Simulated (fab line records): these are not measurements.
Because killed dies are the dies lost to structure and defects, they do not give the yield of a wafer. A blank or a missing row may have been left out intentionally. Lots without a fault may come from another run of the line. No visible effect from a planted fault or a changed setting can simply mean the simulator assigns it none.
Which tool did it? :: flow gf180mcu :: 14 lots, 40 wafers sampled, at 4 steps of a route of 602

## WHAT THE GAUGES SHOWED, per wafer
GF_VT_IMPLANT_RS_MEAS_47: measurement is done with a four-point probe. Usual: NWELL_RS typically reads 487.8 ohm/sq, with standard deviation 1.3.
lot: L841
measured: day 7 11:25
on: film-metro-02
NWELL_RS (ohm/sq): 488.8 488.7 487.9
flag: 

lot: L843
measured: day 8 03:02
on: film-metro-04
NWELL_RS (ohm/sq): 488.1 487.1 488.0
flag: 

lot: L844
measured: day 8 10:04
on: film-metro-03
NWELL_RS (ohm/sq): 485.2 486.2 488.6
flag: 

lot: L845
measured: day 8 15:16
on: film-metro-03
NWELL_RS (ohm/sq): 487.7 489.8 487.6
flag: 

lot: L846
measured: day 8 22:28
on: film-metro-02
NWELL_RS (ohm/sq): 489.0 489.0 489.0
flag: 

lot: L848
measured: day 9 10:58
on: film-metro-02
NWELL_RS (ohm/sq): 488.1 488.1 488.2
flag: 

lot: L851
measured: day 10 09:11
on: film-metro-04
NWELL_RS (ohm/sq): 485.8 485.9 484.3
flag: 

lot: L854
measured: day 11 08:23
on: film-metro-04
NWELL_RS (ohm/sq): 487.5 513.5
flag: OFF

lot: L855
measured: day 11 12:05
on: film-metro-02
NWELL_RS (ohm/sq): 486.9 511.2
flag: OFF

lot: L857
measured: day 12 00:34
on: film-metro-02
NWELL_RS (ohm/sq): 489.0 488.3 488.5
flag: 

lot: L858
measured: day 12 07:41
on: film-metro-04
NWELL_RS (ohm/sq): 488.1 486.7 489.0
flag: 

lot: L860
measured: day 12 22:23
on: film-metro-04
NWELL_RS (ohm/sq): 490.4 488.7 489.2
flag: 

lot: L861
measured: day 13 02:28
on: film-metro-04
NWELL_RS (ohm/sq): 487.2 488.4 487.7
flag: 

lot: L863
measured: day 13 14:43
on: film-metro-02
NWELL_RS (ohm/sq): 486.2 487.6 486.5
flag: 

GF_PSD_OVL_MEAS_08. Usual: PSD_OVL typically reads 0.0 nm, with standard deviation 1.3.
lot: L841
measured: day 14 02:07
on: overlay-01
PSD_OVL (nm): 1.5 -0.8 -0.6
flag: 

lot: L843
measured: day 14 17:28
on: overlay-02
PSD_OVL (nm): 0.5 0.3 -0.6
flag: 

lot: L844
measured: day 15 03:52
on: overlay-01
PSD_OVL (nm): 1.2 0.1 0.8
flag: 

lot: L845
measured: day 15 09:58
on: overlay-01
PSD_OVL (nm): -0.9 -1.9 -0.6
flag: 

lot: L846
measured: day 15 18:22
on: overlay-02
PSD_OVL (nm): -0.7 -0.7 1.1
flag: 

lot: L848
measured: day 16 10:29
on: overlay-02
PSD_OVL (nm): 2.0 -0.1 0.2
flag: 

lot: L851
measured: day 17 23:07
on: overlay-01
PSD_OVL (nm): -0.4 0.0 0.1
flag: 

lot: L854
measured: day 19 05:14
on: overlay-01
PSD_OVL (nm): -0.6 0.3
flag: 

lot: L855
measured: day 19 07:50
on: overlay-01
PSD_OVL (nm): -2.6 -1.8
flag: 

lot: L857
measured: day 20 04:28
on: overlay-01
PSD_OVL (nm): 0.5 1.5 1.0
flag: 

lot: L858
measured: day 20 07:29
on: overlay-01
PSD_OVL (nm): 0.3 -0.7 2.4
flag: 

lot: L860
measured: day 21 09:55
on: overlay-01
PSD_OVL (nm): 1.2 0.9 0.6
flag: 

lot: L861
measured: day 21 11:37
on: overlay-01
PSD_OVL (nm): -0.6 -0.5 -2.5
flag: 

lot: L863
measured: day 22 03:17
on: overlay-01
PSD_OVL (nm): -1.0 0.2 -1.6
flag: 

GF_M2_RS_MEAS_05: measurement is done with a four-point probe. Usual: M2_ALCU_RS typically reads 0.0697 ohm/sq, with standard deviation 0.00093.
lot: L841
measured: day 17 22:50
on: film-metro-04
M2_ALCU_RS (ohm/sq): 0.0687 0.0690 0.0694
flag: 

lot: L843
measured: day 18 16:10
on: film-metro-02
M2_ALCU_RS (ohm/sq): 0.0715 0.0708 0.0710
flag: 

lot: L844
measured: day 19 03:50
on: film-metro-01
M2_ALCU_RS (ohm/sq): 0.0699 0.0707 0.0699
flag: 

lot: L845
measured: day 19 12:53
on: film-metro-04
M2_ALCU_RS (ohm/sq): 0.0696 0.0699 0.0699
flag: 

lot: L846
measured: day 19 22:44
on: film-metro-02
M2_ALCU_RS (ohm/sq): 0.0700 0.0703 0.0694
flag: 

lot: L848
measured: day 20 16:55
on: film-metro-04
M2_ALCU_RS (ohm/sq): 0.0695 0.0698 0.0698
flag: 

lot: L851
measured: day 22 05:23
on: film-metro-01
M2_ALCU_RS (ohm/sq): 0.0697 0.0697 0.0700
flag: 

lot: L854
measured: day 23 10:34
on: film-metro-04
M2_ALCU_RS (ohm/sq): 0.0697 0.0692
flag: 

lot: L855
measured: day 23 13:59
on: film-metro-02
M2_ALCU_RS (ohm/sq): 0.0696 0.0690
flag: 

lot: L857
measured: day 24 06:02
on: film-metro-02
M2_ALCU_RS (ohm/sq): 0.0689 0.0698 0.0687
flag: 

lot: L858
measured: day 24 10:57
on: film-metro-04
M2_ALCU_RS (ohm/sq): 0.0707 0.0701 0.0707
flag: 

lot: L860
measured: day 25 10:47
on: film-metro-04
M2_ALCU_RS (ohm/sq): 0.0678 0.0688 0.0687
flag: 

lot: L861
measured: day 25 11:49
on: film-metro-01
M2_ALCU_RS (ohm/sq): 0.0703 0.0708 0.0704
flag: 

lot: L863
measured: day 26 03:04
on: film-metro-02
M2_ALCU_RS (ohm/sq): 0.0696 0.0693 0.0697
flag: 

## WHAT TOOL EACH LOT RAN ON (gives the tool, then ch and the chambers of the sampled wafers, and finally the start)
lot: L841
GF_NWELL_IMPLANT_08: implanter-03 ch 0, day 3 07:02

lot: L843
GF_NWELL_IMPLANT_08: implanter-03 ch 0, day 3 18:23

lot: L844
GF_NWELL_IMPLANT_08: implanter-03 ch 0, day 3 23:56

lot: L845
GF_NWELL_IMPLANT_08: implanter-02 ch 0, day 4 05:14

lot: L846
GF_NWELL_IMPLANT_08: implanter-02 ch 0, day 4 09:53

lot: L848
GF_NWELL_IMPLANT_08: implanter-01 ch 0, day 4 19:48

lot: L851
GF_NWELL_IMPLANT_08: implanter-01 ch 0, day 5 13:14

lot: L854
GF_NWELL_IMPLANT_08: implanter-01 ch 0, day 6 08:38

lot: L855
GF_NWELL_IMPLANT_08: implanter-01 ch 0, day 6 12:25

lot: L857
GF_NWELL_IMPLANT_08: implanter-02 ch 0, day 6 21:31

lot: L858
GF_NWELL_IMPLANT_08: implanter-03 ch 0, day 7 04:41

lot: L860
GF_NWELL_IMPLANT_08: implanter-03 ch 0, day 7 15:22

lot: L861
GF_NWELL_IMPLANT_08: implanter-02 ch 0, day 7 19:56

lot: L863
GF_NWELL_IMPLANT_08: implanter-02 ch 0, day 8 07:56
- GF_NWELL_IMPLANT_08

## WHAT THE TOOLS THEMSELVES READ (means of the sampled wafers that have a number; where no wafer has one, the mark that the record gives instead)
The record holds no such reading with a usual standard deviation.

## THE ANSWER, worked out from the rows above alone
Rule: a lot counts as off when the mean over its wafers that have a number is more than 3 standard deviations away from the usual mean. A lot without any number at a reading at which 4 lots or more have one is off too. All remaining lots with rows at the step are treated as sound. Order of review: gauges by route order, followed by the tools' own readings, for which a lot's mean as printed above is used. At the first step where some lot is off, the reading lying furthest off is the one used; lots without a number count as furthest.
Off: L854, L855, seen at GF_VT_IMPLANT_RS_MEAS_47 (NWELL_RS).
A tool fits if, at a process step before that reading, it ran every lot that is off, and no sound lot after the first of them. The gauges at GF_VT_IMPLANT_RS_MEAS_47 are tried like those tools. One candidate fits, namely implanter-01 at GF_NWELL_IMPLANT_08. A fault onset in the window from L851 (day 5 13:14, its last sound lot) to L854 (day 6 08:38, its first lot off) fits.

## WHAT THE SIMULATOR HAD PUT IN
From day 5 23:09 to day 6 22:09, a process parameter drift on implanter-01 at GF_NWELL_IMPLANT_08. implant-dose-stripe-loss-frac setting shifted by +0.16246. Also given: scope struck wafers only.
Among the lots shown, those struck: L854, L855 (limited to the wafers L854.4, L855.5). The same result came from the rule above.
